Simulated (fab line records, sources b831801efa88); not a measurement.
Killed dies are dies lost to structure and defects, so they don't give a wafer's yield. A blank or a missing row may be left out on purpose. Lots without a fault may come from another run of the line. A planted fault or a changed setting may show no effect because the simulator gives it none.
fab line records | flow sky130
record lots=14 wafers=42 last_day=50
route steps=708 shown METAL3@568 PAD_OPEN@708
lots that met no fault: from a run of the same line without faults
start_h: hours from the record's first day to the start of the lot's first wafer shown | wait_h: hours since the lot's step before | " the same as in the row above | L1.1+2: a row that stands for several wafers | - no value, or no start given | * or withheld: withheld | < > ~ a bound
route shown NAME@n: a module of which the file shows steps, and the number in the route of the first | usual: mean/standard deviation of fault-free wafers | same: alike in all rows | chamber/n: place in a boat | sites: the reading at each site | _std_site: their standard deviation | _edge_site: outer sites' mean less inner sites' | radius_mm: how far each site lies from the wafer's centre | mask NAME#n: copy n | behind: the tool/chamber that last shaped the wafer | hold: why the lot was held/for how many hours/how that ended | device: the transistor (n, p or np) that didn't switch | end of line: the same wafers' tests at the end of the route | a step without rows: its recipe alone | killed: dies lost to structure and defects at the first sort, not the wafer's yield | map: a wafer's dies, x killed, . not, _ none there
set.NAME: the setting as run; set.NAME@STEP: as run at that earlier step | model.NAME: the simulator's own value behind a step, which no gauge read
steps of the route over a sample of lots; a table a step, a row a wafer
services: from which hour (start_h, from the record's first day; less than 0 if before it) a tool's chamber was out of use, for how many hours, and why
## steps
# step SKY_METAL3_METAL_ETCH_18
# recipe target_depth_a=8450 stop_on=SiO2 over_etch_frac=0.3 time_s=183.1 chemistry=Cl2/BCl3 resist_sidewall_deg=88 pressure_mtorr=10 icp_w=900 bias_w=48.5 Cl2_flow_sccm=60 bcl3_flow_sccm=30
# usual bias_w=48.52/0.15 drypump_motor_current_A=5.2/0.43 oes_product_au=0.863/0.0061 throttle_valve_pct=22.264/0.0088
# columns lot.wafer tool chamber start_h wait_h bias_w drypump_motor_current_A oes_product_au rf_hours_counter_h throttle_valve_pct
L452.1 rie_metal-01 1 889.36 0.0 48.42 5.3 0.854 14 22.253
L452.2 " 0 " " 48.63 4.7 0.865 8 22.272
L452.6 " 0 " " 48.27 4.7 0.857 - 22.262
L453.2 rie_metal-01 1 900.75 0.0 48.43 5.3 0.868 15 22.266
L453.3 " 0 " " 48.60 4.7 0.871 - 22.266
L453.6 " 1 " " 48.47 5.3 0.868 - 22.252
L454.1 rie_metal-02 1 912.95 0.0 48.38 5.4 0.869 6 22.257
L454.5 " 1 " " 48.41 5.4 0.863 - 22.265
L454.6 " 0 " " 48.47 5.6 0.858 - 22.245
L456.1 rie_metal-01 0 921.55 0.0 48.60 4.7 0.866 10 22.262
L456.5 " 0 " " 48.37 4.7 0.865 - 22.262
L456.6 " 1 " " 48.51 5.3 0.853 - 22.267
L457.2 rie_metal-01 1 929.35 0.0 48.79 5.3 0.869 16 22.265
L457.4 " 1 " " 48.66 5.3 0.867 - 22.270
L457.6 " 0 " " 48.39 4.7 0.878 - 22.279
L458.1 rie_metal-04 0 968.55 0.0 48.54 5.3 0.858 8 22.261
L458.2 " 1 " " 48.40 6.2 0.853 4 22.253
L458.4 " 0 " " 48.44 5.3 0.864 - 22.255
L459.4 rie_metal-02 1 973.19 0.1 48.66 5.4 0.856 - 22.261
L459.5 " 0 " " 48.66 5.6 0.859 - 22.262
L459.6 " 1 " " 48.74 5.4 0.863 - 22.254
L460.1 rie_metal-04 0 973.48 0.0 48.47 5.3 0.856 8 22.272
L460.2 " 1 " " 48.60 6.2 0.859 4 22.257
L460.3 " 1 " " 48.54 6.3 0.861 - 22.261
L462.1 rie_metal-01 1 974.43 0.0 48.70 5.3 0.863 18 22.268
L462.2 " 0 " " 48.44 4.7 0.860 13 22.266
L462.5 " 1 " " 48.51 5.3 0.849 - 22.256
L464.1 rie_metal-01 0 983.85 0.0 48.35 4.6 0.863 14 22.251
L464.3 " 1 " " 48.56 5.3 0.868 - 22.261
L464.4 " 0 " " 48.27 4.7 0.868 - 22.249
L466.2 rie_metal-01 0 990.43 0.0 55.22 4.7 0.875 14 22.252
L466.3 " 0 " " 55.29 4.6 0.861 - 22.266
L466.6 " 1 " " 48.58 5.3 0.861 - 22.267
L467.1 rie_metal-01 1 1004.46 0.0 48.48 5.3 0.859 20 22.258
L467.3 " 0 " " 55.15 4.6 0.853 - 22.260
L467.5 " 1 " " 48.58 5.3 0.863 - 22.281
L468.2 rie_metal-01 0 1011.30 0.0 54.86 4.7 0.868 15 22.248
L468.3 " 0 " " 55.18 4.7 0.865 - 22.277
L468.5 " 1 " " 48.48 5.3 0.860 - 22.268
L474.2 rie_metal-02 0 1055.96 0.0 48.32 5.6 0.853 20 22.267
L474.4 " 0 " " 48.52 5.6 0.855 - 22.267
L474.5 " 0 " " 48.42 5.6 0.870 - 22.263
# step SKY_METAL3_STRIP_19
# recipe chemistry=O2/N2 power_w=1400 pressure_mtorr=1500 platen_temp_c=withheld o2_flow_sccm=3000 n2_flow_sccm=300 overash_fraction=0.5
# usual drypump_motor_current_A=5.33/0.26 oes_product_au=0.500/0.0062 strip_time_to_endpoint_s=6.50/0.098
# columns lot.wafer tool chamber start_h wait_h drypump_motor_current_A oes_product_au rf_hours_counter_h strip_time_to_endpoint_s
L452.1 plasma_asher-02 0 889.53 0.1 5.43 0.493 78 6.45
L452.2 " 1 " " 5.21 0.487 78 6.24
L452.6 " 1 " " 5.21 0.491 - 6.28
L453.2 plasma_asher-03 1 900.93 0.1 5.20 0.497 15 6.50
L453.3 " 0 " " 5.65 0.491 - 6.40
L453.6 " 1 " " 5.20 0.505 - 6.52
L454.1 plasma_asher-01 1 913.13 0.1 4.91 0.516 113 6.60
L454.5 " 1 " " 4.90 0.509 - 6.60
L454.6 " 0 " " 5.57 0.505 - 6.61
L456.1 plasma_asher-01 1 921.73 0.1 4.92 0.500 114 6.40
L456.5 " 1 " " 4.93 0.501 - 6.38
L456.6 " 0 " " 5.53 0.497 - 6.51
L457.2 plasma_asher-01 0 929.53 0.1 5.56 0.501 115 6.52
L457.4 " 0 " " 5.57 0.502 - 6.56
L457.6 " 1 " " 4.93 0.493 - 6.34
L458.1 plasma_asher-01 1 968.73 0.1 4.92 0.502 119 6.52
L458.2 " 0 " " 5.56 0.493 119 6.37
L458.4 " 1 " " 4.91 0.500 - 6.52
L459.4 plasma_asher-03 0 973.34 0.1 5.67 0.509 - 6.59
L459.5 " 0 " " 5.66 0.504 - 6.56
L459.6 " 1 " " 5.16 0.514 - 6.70
L460.1 plasma_asher-01 1 973.66 0.1 4.93 0.507 119 6.65
L460.2 " 0 " " 5.58 0.496 119 6.43
L460.3 " 0 " " 5.56 0.498 - 6.45
L462.1 plasma_asher-03 1 974.61 0.1 5.15 0.504 23 6.46
L462.2 " 0 " " 5.68 0.497 23 6.41
L462.5 " 1 " " 5.16 0.493 - 6.47
L464.1 plasma_asher-02 0 984.03 0.1 5.43 0.488 88 6.47
L464.3 " 0 " " 5.42 0.500 - 6.50
L464.4 " 1 " " 5.22 0.497 - 6.36
L466.2 plasma_asher-03 1 990.60 0.1 5.15 0.479 24 6.14
L466.3 " 0 " " 5.67 0.488 - 6.18
L466.6 " 1 " " 5.16 0.493 - 6.54
L467.1 plasma_asher-01 0 1004.63 0.1 5.58 0.501 122 6.58
L467.3 " 0 " " 5.57 0.488 - 6.18
L467.5 " 1 " " 4.92 0.509 - 6.54
L468.2 plasma_asher-01 0 1011.48 0.1 5.57 0.492 122 6.26
L468.3 " 1 " " 4.93 0.491 - 6.23
L468.5 " 1 " " 4.93 0.510 - 6.62
L474.2 plasma_asher-03 0 1056.13 0.1 5.66 0.501 31 6.74
L474.4 " 0 " " 5.63 0.509 - 6.68
L474.5 " 0 " " 5.67 0.511 - 6.66
# step SKY_PAD_OPEN_PROBE_99
# usual defect_limited_yield=82.5/2 killed_at_M0_to_M3=44/7.1 killed_at_M4_up=3.1/1.8 killed_at_contacts=24/5.3 killed_at_front_end=15/4.5 killed_at_other=0.2/0.42 killed_dies=86/9.6 killed_open=46/6.9 killed_short=40/6.4 sort_bin_3_pad_short=0.8/0.36 sort_bin_5_function=10.3/1.3 sort_bin_6_memory=6.4/1.2 sort_n_pass=406/9.6 sort_yield_pct=82.5/2
# same gross_dies=492 killed_at_back_side=0 sort_bin_4_leakage[%]=0 sort_bin_8_speed[%]=0
# columns lot.wafer tool chamber start_h wait_h defect_limited_yield[%] killed_at_M0_to_M3 killed_at_M4_up killed_at_contacts killed_at_front_end killed_at_other killed_dies killed_open killed_short sort_bin_3_pad_short[%] sort_bin_5_function[%] sort_bin_6_memory[%] sort_n_pass sort_yield_pct[%]
L454.1 prober-01 - 1083.24 0.1 81.5 53 3 23 11 1 91 48 43 0.8 10.8 6.9 401 81.5
L454.5 prober-01 - 1083.44 0.2 80.1 52 5 27 14 0 98 57 41 1.4 12.8 5.7 394 80.1
L454.6 prober-01 - 1083.49 0.2 82.3 42 3 17 25 0 87 56 31 0.6 10.2 6.9 405 82.3
L457.2 prober-02 - 1097.88 0.1 84.3 39 4 23 11 0 77 40 37 0.2 9.1 6.3 415 84.3
L457.4 prober-02 - 1097.98 0.2 82.1 40 3 32 13 0 88 46 42 0.8 11.6 5.5 404 82.1
L457.6 prober-02 - 1098.08 0.2 83.7 42 4 24 10 0 80 40 40 0.8 10.6 4.9 412 83.7
L458.1 prober-01 - 1130.51 0.1 82.5 34 8 31 13 0 86 45 41 1.0 10.2 6.3 406 82.5
L458.2 prober-01 - 1130.56 0.1 80.3 59 6 18 14 0 97 51 46 1.2 11.6 6.9 395 80.3
L458.4 prober-01 - 1130.66 0.2 81.5 37 6 29 18 1 91 43 48 1.2 11.6 5.7 401 81.5
L464.1 prober-01 - 1142.32 0.1 81.7 50 0 26 14 0 90 51 39 0.6 10.2 7.5 402 81.7
L464.3 prober-01 - 1142.42 0.2 83.7 46 1 21 11 1 80 47 33 0.8 9.6 5.9 412 83.7
L464.4 prober-01 - 1142.47 0.2 82.7 43 6 22 14 0 85 43 42 0.6 10.6 6.1 407 82.7
# killed by level:class
L454.1 VIA1:geometric_particle:open=18 LI_CONTACT:geometric_particle:open=10 VIA1:geometric_particle:short=7 METAL2:geometric_particle:short=7 CONTACT:geometric_particle:open=6 VIA2:geometric_particle:short=5 VIA3:geometric_particle:short=4 FIELD_ISO:geometric_particle:short=3
L454.5 VIA1:geometric_particle:open=14 LI_CONTACT:geometric_particle:open=11 CONTACT:geometric_particle:open=11 METAL1:geometric_particle:short=9 VIA1:geometric_particle:short=8 VIA3:geometric_particle:open=7 VIA2:geometric_particle:open=5 METAL2:geometric_particle:short=4
L454.6 VIA1:geometric_particle:open=11 LI_CONTACT:geometric_particle:open=9 VIA2:geometric_particle:open=8 POLY_GATE:geometric_particle:open=6 FIELD_ISO:geometric_particle:open=5 POLY_GATE:geometric_particle:short=4 VIA1:geometric_particle:short=4 METAL3:geometric_particle:short=4
L457.2 CONTACT:geometric_particle:open=8 VIA3:geometric_particle:open=7 METAL1:geometric_particle:short=5 VIA1:geometric_particle:open=5 VIA2:geometric_particle:short=5 SPACER:geometric_particle:open=4 LI_CONTACT:geometric_particle:open=4 LI_CONTACT:geometric_particle:short=4
L457.4 CONTACT:geometric_particle:open=10 CONTACT:geometric_particle:short=9 VIA3:geometric_particle:open=9 VIA1:geometric_particle:open=9 LI_CONTACT:geometric_particle:open=7 METAL2:geometric_particle:short=4 VIA2:geometric_particle:short=4 VIA2:geometric_particle:open=4
L457.6 VIA1:geometric_particle:open=10 LI_CONTACT:geometric_particle:open=7 VIA3:geometric_particle:open=5 CONTACT:geometric_particle:short=5 LOCAL_INTERCONNECT:geometric_particle:short=5 CONTACT:geometric_particle:open=5 VIA1:geometric_particle:short=5 VIA2:geometric_particle:short=4
L458.1 CONTACT:geometric_particle:open=11 LI_CONTACT:geometric_particle:open=7 METAL4:geometric_particle:short=7 LOCAL_INTERCONNECT:geometric_particle:short=6 VIA1:geometric_particle:open=6 METAL1:geometric_particle:short=5 VIA3:geometric_particle:open=5 POLY_GATE:geometric_particle:open=4
L458.2 VIA1:geometric_particle:open=12 CONTACT:geometric_particle:open=11 METAL2:geometric_particle:short=9 VIA3:geometric_particle:open=9 VIA2:geometric_particle:open=8 FIELD_ISO:geometric_particle:short=6 VIA1:geometric_particle:short=6 METAL1:geometric_particle:short=5
L458.4 CONTACT:geometric_particle:open=12 VIA1:geometric_particle:open=10 VIA1:geometric_particle:short=8 POLY_GATE:geometric_particle:short=7 LI_CONTACT:geometric_particle:open=5 METAL2:geometric_particle:short=5 FIELD_ISO:geometric_particle:short=4 LI_CONTACT:geometric_particle:short=4
L464.1 VIA3:geometric_particle:open=9 LI_CONTACT:geometric_particle:open=9 VIA1:geometric_particle:open=8 CONTACT:geometric_particle:open=7 VIA1:geometric_particle:short=6 VIA2:geometric_particle:open=6 METAL2:geometric_particle:short=5 LOCAL_INTERCONNECT:geometric_particle:short=5
L464.3 VIA1:geometric_particle:open=10 CONTACT:geometric_particle:open=7 VIA1:geometric_particle:short=7 LI_CONTACT:geometric_particle:open=6 METAL1:geometric_particle:open=5 VIA2:geometric_particle:open=5 VIA3:geometric_particle:open=5 LI_CONTACT:geometric_particle:short=4
L464.4 VIA1:geometric_particle:open=9 METAL1:geometric_particle:short=8 LI_CONTACT:geometric_particle:open=8 CONTACT:geometric_particle:open=5 VIA2:geometric_particle:short=5 VIA2:geometric_particle:open=5 METAL4:geometric_particle:short=5 LI_CONTACT:geometric_particle:short=4
## services
# columns tool chamber start_h hours kind
rie_metal-04 1 872.64 - clean
rie_metal-04 1 872.64 22.8 scheduled_down
rie_metal-04 1 872.64 22.8 vent_cycle
rie_metal-02 - 948.85 1.1 repair
plasma_asher-01 - 955.31 0.6 repair
rie_metal-04 - 975.93 14.6 pm
plasma_asher-01 - 981.52 5.5 repair
rie_metal-04 0 1053.67 6.0 repair
plasma_asher-01 - 1055.25 9.0 pm
plasma_asher-01 0 1055.25 9.0 vent_cycle
plasma_asher-01 1 1055.25 9.0 vent_cycle
## key
first_sign step=SKY_METAL3_METAL_ETCH_18 reading=bias_w direction=up sigmas=45 usual=48.52 struck=55.14
effect step=SKY_METAL3_STRIP_19 reading=strip_time_to_endpoint_s direction=down sigmas=3 usual=* struck=*
met_at SKY_METAL3_METAL_ETCH_18
struck_lots L466,L467,L468
struck_wafers L466.2,L466.3,L467.3,L468.2,L468.3
onset_between 983.85 990.43
fault kind=process_parameter_drift tool=rie_metal-01 chamber=0 onset_h=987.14 steps=SKY_METAL3_METAL_ETCH_18 channel=bias_w offset=6.6729 shape=step end_h=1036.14 acts_in=these_recipes_only stated=48.5
